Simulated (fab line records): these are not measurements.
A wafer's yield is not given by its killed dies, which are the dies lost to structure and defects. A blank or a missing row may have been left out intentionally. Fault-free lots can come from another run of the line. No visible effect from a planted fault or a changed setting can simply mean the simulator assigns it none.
Problem report in the 8D (eight disciplines) form, filled by code / flow gf180mcu / the parts of the form that need people (team, actions taken, sign-off) are left out

## 1. PROBLEM STATEMENT
Wafers free of any fault read 551.2 (standard deviation 2.8) for MVPSD_TW at GF_MVPSD_TW_MEAS_11, against a mean of 565.6 on 9 wafers of 3 lots. Relative to the usual mean, that is a shift of +5.1 standard deviations.
First observed at day 9 12:37: wafer L357.3, on film-metro-04. The record holds 36 wafers of 12 lots with a number at this step. Rule for "out", or "out of limits": more than 4 standard deviations from the usual mean. The rest of the wafers with a number are treated as sound.

## 2. WHAT IT IS AND WHAT IT IS NOT
question=which readings at this step | is=MVPSD_TW | is not=-
question=which lots | is=L357, L358, L359 | is not=L339, L341, L342, L346, L347, L354, L360, L361, L362
question=which wafers of those lots | is=all that have a number | is not=-
question=read on which gauges | is=film-metro-04 | is not=film-metro-01, film-metro-02
question=when | is=from day 9 12:37 | is not=up to then (18 sound wafers); but 9 sound wafers of L360, L361, L362 came after

## 3. THE SUSPECTS, EACH WITH WHAT RULES IT OUT
Counting: a tool at any process step up to the reading remains a suspect when it ran all the lots that are out and ran no sound lot after the first of those.
- the gauge at GF_MVPSD_TW_MEAS_11 has been ruled out. All the wafers that are out were read on film-metro-04, but those of them that GF_MVPSD_IMPLANT_09 has rows for are out there too, on other tools.
- implanter-03 at GF_MVPSD_IMPLANT_09: kept. All lots that are out passed through it, beginning with L357 at day 9 12:23, and no sound lot followed; its final sound lot before that point was L354 at day 8 16:20. Its own dose-ions-cm2, faraday-current-uA readings are out on those wafers.
Remaining after the count: implanter-03 at GF_MVPSD_IMPLANT_09.

## 4. THE CAUSE (what the simulator had put in)
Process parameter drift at GF_MVPSD_IMPLANT_09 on implanter-03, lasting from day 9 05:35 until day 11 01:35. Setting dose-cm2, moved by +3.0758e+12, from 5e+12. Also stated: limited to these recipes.
Only this tool survived the counting.

## 5. SEQUENCE OF EFFECTS, ordered by route
Each row: a reading whose mean over the struck wafers that have a number lies more than 3 standard deviations from the usual. Readings are gone through only where the record gives a usual standard deviation; hours: the median, over the lots, of the time from a lot's start at the first step in this table giving one to that lot's start at this step; sigmas: the change measured in usual standard deviations.
hours=0; step=GF_MVPSD_IMPLANT_09; reading=dose-ions-cm2; usual=4.998e+12; on struck wafers=8.075e+12; change=+3.077e+12; sigmas=+99 or more
hours=0; step=GF_MVPSD_IMPLANT_09; reading=faraday-current-uA; usual=28.1; on struck wafers=45.3; change=+17.2; sigmas=+33
hours=0; step=GF_MVPSD_TW_MEAS_11; reading=MVPSD_TW; usual=551.2; on struck wafers=565.6; change=+14.4; sigmas=+5.1
hours=76; step=GF_VT_IMPLANT_RS_MEAS_49; reading=MVPSD_RS; usual=1167.1 ohm/sq; on struck wafers=1056.4; change=-110.7; sigmas=-38
It contains these process steps:
- GF_MVPSD_IMPLANT_09
At these later measuring or inspecting steps, every struck wafer for which the step has a row has a number for every such reading, and none has moved that far: GF_VT_IMPLANT_OVL_MEAS_29.

## 6. HOW IT WOULD HAVE BEEN CAUGHT EARLIER
The first out-of-limits reading at a measuring or inspecting step in this record came at day 9 12:37, 7 hours after the fault's start at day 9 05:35.
Tool's own readings at GF_MVPSD_IMPLANT_09, dose-ions-cm2, faraday-current-uA: out on all struck wafers the step has rows for; an alarm limit on them would have tripped on the first.
Lots out: 3; of these, L358, L359 started GF_MVPSD_IMPLANT_09 on implanter-03 after day 9 12:37. A hold on the tool at that time would have spared those 2.
